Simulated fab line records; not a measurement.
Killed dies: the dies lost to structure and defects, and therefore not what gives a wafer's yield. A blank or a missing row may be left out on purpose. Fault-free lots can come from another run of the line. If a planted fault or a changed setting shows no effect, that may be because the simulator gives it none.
Which tool did it? || flow sky130 || 30 wafers from 10 lots sampled at 5 of the route's 708 steps

WHAT THE GAUGES SHOWED, per wafer
SKY_VIA1_BOW_MEAS_03. Usual: VIA1_BOW typically reads 82 um, with standard deviation 7.4.
{"lot": "L395", "measured": "day 33 21:19", "on": "film metro-02", "VIA1_BOW (um)": "86 82 91", "flag": ""}
{"lot": "L397", "measured": "day 35 03:49", "on": "film metro-04", "VIA1_BOW (um)": "78 74 77", "flag": ""}
{"lot": "L399", "measured": "day 35 15:47", "on": "film metro-04", "VIA1_BOW (um)": "69 86 86", "flag": ""}
{"lot": "L400", "measured": "day 36 03:53", "on": "film metro-04", "VIA1_BOW (um)": "77 91 86", "flag": ""}
{"lot": "L407", "measured": "day 38 08:03", "on": "film metro-04", "VIA1_BOW (um)": "73 63 76", "flag": ""}
{"lot": "L408", "measured": "day 38 12:06", "on": "film metro-01", "VIA1_BOW (um)": "86 89 78", "flag": ""}
{"lot": "L409", "measured": "day 38 15:38", "on": "film metro-01", "VIA1_BOW (um)": "85 75 78", "flag": ""}
{"lot": "L410", "measured": "day 39 02:11", "on": "film metro-02", "VIA1_BOW (um)": "85 85 92", "flag": ""}
{"lot": "L413", "measured": "day 39 14:29", "on": "film metro-02", "VIA1_BOW (um)": "83 86 71", "flag": ""}
{"lot": "L414", "measured": "day 40 09:41", "on": "film metro-04", "VIA1_BOW (um)": "85 83 74", "flag": ""}

SKY_METAL2_RS_MEAS_05: measurement is done with a four-point probe. Usual: METAL2_ALCU_RS typically reads 0.1262 ohm/sq, with standard deviation 0.0015.
{"lot": "L395", "measured": "day 35 01:59", "on": "film metro-03", "METAL2_ALCU_RS (ohm/sq)": "0.1279 0.1274 0.1288", "flag": ""}
{"lot": "L397", "measured": "day 36 07:53", "on": "film metro-04", "METAL2_ALCU_RS (ohm/sq)": "0.1243 0.1249 0.1237", "flag": ""}
{"lot": "L399", "measured": "day 36 19:21", "on": "film metro-04", "METAL2_ALCU_RS (ohm/sq)": "0.1248 0.1273 0.1246", "flag": ""}
{"lot": "L400", "measured": "day 37 07:18", "on": "film metro-03", "METAL2_ALCU_RS (ohm/sq)": "0.1251 0.1244 0.1247", "flag": ""}
{"lot": "L407", "measured": "day 39 11:00", "on": "film metro-03", "METAL2_ALCU_RS (ohm/sq)": "0.1254 0.1247 0.1232", "flag": ""}
{"lot": "L408", "measured": "day 39 15:16", "on": "film metro-04", "METAL2_ALCU_RS (ohm/sq)": "0.1409 0.1424 0.1406 0.1407 0.1421 0.1406", "flag": "OFF"}
{"lot": "L409", "measured": "day 39 18:11", "on": "film metro-03", "METAL2_ALCU_RS (ohm/sq)": "0.1430 0.1457 0.1428 0.1430 0.1452 0.1431", "flag": "OFF"}
{"lot": "L410", "measured": "day 40 03:58", "on": "film metro-03", "METAL2_ALCU_RS (ohm/sq)": "0.1256 0.1256 0.1261", "flag": ""}
{"lot": "L413", "measured": "day 40 16:47", "on": "film metro-01", "METAL2_ALCU_RS (ohm/sq)": "0.1251 0.1271 0.1256", "flag": ""}
{"lot": "L414", "measured": "day 41 11:40", "on": "film metro-01", "METAL2_ALCU_RS (ohm/sq)": "0.1267 0.1256 0.1277", "flag": ""}

SKY_METAL2_THK_MEAS_06: measures by xrf. Usual: METAL2_ALCU_THK typically reads 249 nm, with standard deviation 3.1.
{"lot": "L395", "measured": "day 35 02:06", "on": "film metro-03", "METAL2_ALCU_THK (nm)": "247 250 245", "flag": ""}
{"lot": "L397", "measured": "day 36 07:59", "on": "film metro-04", "METAL2_ALCU_THK (nm)": "253 250 255", "flag": ""}
{"lot": "L399", "measured": "day 36 19:28", "on": "film metro-04", "METAL2_ALCU_THK (nm)": "250 247 253", "flag": ""}
{"lot": "L400", "measured": "day 37 07:24", "on": "film metro-03", "METAL2_ALCU_THK (nm)": "251 251 254", "flag": ""}
{"lot": "L407", "measured": "day 39 11:06", "on": "film metro-03", "METAL2_ALCU_THK (nm)": "253 253 256", "flag": ""}
{"lot": "L408", "measured": "day 39 20:56", "on": "film metro-04", "METAL2_ALCU_THK (nm)": "224 222 225 224 223 225", "flag": "OFF"}
{"lot": "L409", "measured": "day 39 21:37", "on": "film metro-03", "METAL2_ALCU_THK (nm)": "221 219 221 220 218 221", "flag": "OFF"}
{"lot": "L410", "measured": "day 40 04:05", "on": "film metro-03", "METAL2_ALCU_THK (nm)": "251 249 251", "flag": ""}
{"lot": "L413", "measured": "day 40 16:54", "on": "film metro-01", "METAL2_ALCU_THK (nm)": "252 246 251", "flag": ""}
{"lot": "L414", "measured": "day 41 11:47", "on": "film metro-01", "METAL2_ALCU_THK (nm)": "248 251 248", "flag": ""}

WHICH TOOL RAN EACH LOT (tool, then ch and the chambers of the sampled wafers, then the start)
{"lot": "L395", "SKY_METAL1_ETCH_18": "rie metal-04 ch 0,1, day 33 20:02", "SKY_METAL2_SPUTTER_02": "pvd sputter-03, day 35 01:53"}
{"lot": "L397", "SKY_METAL1_ETCH_18": "rie metal-04 ch 1, day 35 02:30", "SKY_METAL2_SPUTTER_02": "pvd sputter-01, day 36 07:46"}
{"lot": "L399", "SKY_METAL1_ETCH_18": "rie metal-01 ch 0,1, day 35 14:32", "SKY_METAL2_SPUTTER_02": "pvd sputter-04, day 36 19:16"}
{"lot": "L400", "SKY_METAL1_ETCH_18": "rie metal-02 ch 0,1, day 36 02:39", "SKY_METAL2_SPUTTER_02": "pvd sputter-03, day 37 07:10"}
{"lot": "L407", "SKY_METAL1_ETCH_18": "rie metal-02 ch 0,1, day 38 06:49", "SKY_METAL2_SPUTTER_02": "pvd sputter-01, day 39 10:52"}
{"lot": "L408", "SKY_METAL1_ETCH_18": "rie metal-01 ch 0, day 38 10:43", "SKY_METAL2_SPUTTER_02": "pvd sputter-03, day 39 15:08"}
{"lot": "L409", "SKY_METAL1_ETCH_18": "rie metal-04 ch 0,1, day 38 14:24", "SKY_METAL2_SPUTTER_02": "pvd sputter-03, day 39 18:05"}
{"lot": "L410", "SKY_METAL1_ETCH_18": "rie metal-01 ch 0, day 39 00:49", "SKY_METAL2_SPUTTER_02": "pvd sputter-01, day 40 03:53"}
{"lot": "L413", "SKY_METAL1_ETCH_18": "rie metal-04 ch 0,1, day 39 13:11", "SKY_METAL2_SPUTTER_02": "pvd sputter-01, day 40 16:41"}
{"lot": "L414", "SKY_METAL1_ETCH_18": "rie metal-01 ch 1, day 40 08:19", "SKY_METAL2_SPUTTER_02": "pvd sputter-04, day 41 11:34"}
- SKY_METAL1_ETCH_18: etches BARC in N2/H2, stops on SiO2, time 45.9 s, target depth 60 nm.
- SKY_METAL2_SPUTTER_02: material AlCu, target thk 250 nm, time 13.3 s.

WHAT THE TOOLS THEMSELVES READ (means of the sampled wafers that have a number; where no wafer has one, the mark that the record gives instead)
SKY_METAL1_ETCH_18. Usual: drypump motor current A 5.6 A, standard deviation 0.4; oes product au 0.855 a.u., standard deviation 0.0047; rf fwd power W 495.2 W, standard deviation 1.8; throttle valve pct 13.223 %, standard deviation 0.0096.
{"lot": "L395", "tool": "rie metal-04", "drypump motor current A (A)": 5.9, "oes product au (a.u.)": 0.855, "rf fwd power W (W)": 495.3, "throttle valve pct (%)": 13.221, "flag": ""}
{"lot": "L397", "tool": "rie metal-04", "drypump motor current A (A)": 5.8, "oes product au (a.u.)": 0.851, "rf fwd power W (W)": 495.6, "throttle valve pct (%)": 13.224, "flag": ""}
{"lot": "L399", "tool": "rie metal-01", "drypump motor current A (A)": 5.6, "oes product au (a.u.)": 0.858, "rf fwd power W (W)": 493.7, "throttle valve pct (%)": 13.223, "flag": ""}
{"lot": "L400", "tool": "rie metal-02", "drypump motor current A (A)": 5.6, "oes product au (a.u.)": 0.855, "rf fwd power W (W)": 496.2, "throttle valve pct (%)": 13.234, "flag": ""}
{"lot": "L407", "tool": "rie metal-02", "drypump motor current A (A)": 5.6, "oes product au (a.u.)": 0.860, "rf fwd power W (W)": 496.6, "throttle valve pct (%)": 13.231, "flag": ""}
{"lot": "L408", "tool": "rie metal-01", "drypump motor current A (A)": 4.9, "oes product au (a.u.)": 0.849, "rf fwd power W (W)": 496.4, "throttle valve pct (%)": 13.222, "flag": ""}
{"lot": "L409", "tool": "rie metal-04", "drypump motor current A (A)": 5.9, "oes product au (a.u.)": 0.856, "rf fwd power W (W)": 493.9, "throttle valve pct (%)": 13.223, "flag": ""}
{"lot": "L410", "tool": "rie metal-01", "drypump motor current A (A)": 4.9, "oes product au (a.u.)": 0.853, "rf fwd power W (W)": 493.6, "throttle valve pct (%)": 13.227, "flag": ""}
{"lot": "L413", "tool": "rie metal-04", "drypump motor current A (A)": 5.9, "oes product au (a.u.)": 0.854, "rf fwd power W (W)": 496.4, "throttle valve pct (%)": 13.216, "flag": ""}
{"lot": "L414", "tool": "rie metal-01", "drypump motor current A (A)": 6.0, "oes product au (a.u.)": 0.851, "rf fwd power W (W)": 494.9, "throttle valve pct (%)": 13.233, "flag": ""}

SKY_METAL2_SPUTTER_02. Usual: 30.3 % for throttle valve pct, sd 0.9.
{"lot": "L395", "tool": "pvd sputter-03", "throttle valve pct (%)": 30.1, "flag": ""}
{"lot": "L397", "tool": "pvd sputter-01", "throttle valve pct (%)": 30.9, "flag": ""}
{"lot": "L399", "tool": "pvd sputter-04", "throttle valve pct (%)": 31.0, "flag": ""}
{"lot": "L400", "tool": "pvd sputter-03", "throttle valve pct (%)": 29.9, "flag": ""}
{"lot": "L407", "tool": "pvd sputter-01", "throttle valve pct (%)": 30.7, "flag": ""}
{"lot": "L408", "tool": "pvd sputter-03", "throttle valve pct (%)": 30.1, "flag": ""}
{"lot": "L409", "tool": "pvd sputter-03", "throttle valve pct (%)": 30.0, "flag": ""}
{"lot": "L410", "tool": "pvd sputter-01", "throttle valve pct (%)": 29.1, "flag": ""}
{"lot": "L413", "tool": "pvd sputter-01", "throttle valve pct (%)": 29.9, "flag": ""}
{"lot": "L414", "tool": "pvd sputter-04", "throttle valve pct (%)": 30.8, "flag": ""}

THE ANSWER, worked out from the rows above alone
Rule: a lot is off if the mean of its wafers that have a number lies more than 3 standard deviations from the usual mean. A lot without any number at a reading at which 4 lots or more have one is off too. Any other lot the step has rows for is counted as sound. First the gauges in route order, then the tools' own readings, where a lot's mean is used as printed above. The first step at which some lot is off is used, and at that step the reading that is off furthest; a lot without a number counts as furthest.
Off: L408, L409, at SKY_METAL2_RS_MEAS_05 (METAL2_ALCU_RS).
If a tool, at a process step before that reading, ran all the lots that are off and no sound lot after the first of them, it fits. The gauges at SKY_METAL2_RS_MEAS_05 are tried like those tools. One fits: pvd sputter-03 at SKY_METAL2_SPUTTER_02. Its last sound lot is L400 (day 37 07:10), its first lot that is off L408 (day 39 15:08): a fault that began between those two fits.

WHAT WAS PUT IN BY THE SIMULATOR
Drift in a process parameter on pvd sputter-03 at SKY_METAL2_SPUTTER_02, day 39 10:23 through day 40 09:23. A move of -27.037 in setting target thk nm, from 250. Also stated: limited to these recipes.
Lots struck among those shown: L408, L409. The rule above reached the same finding.
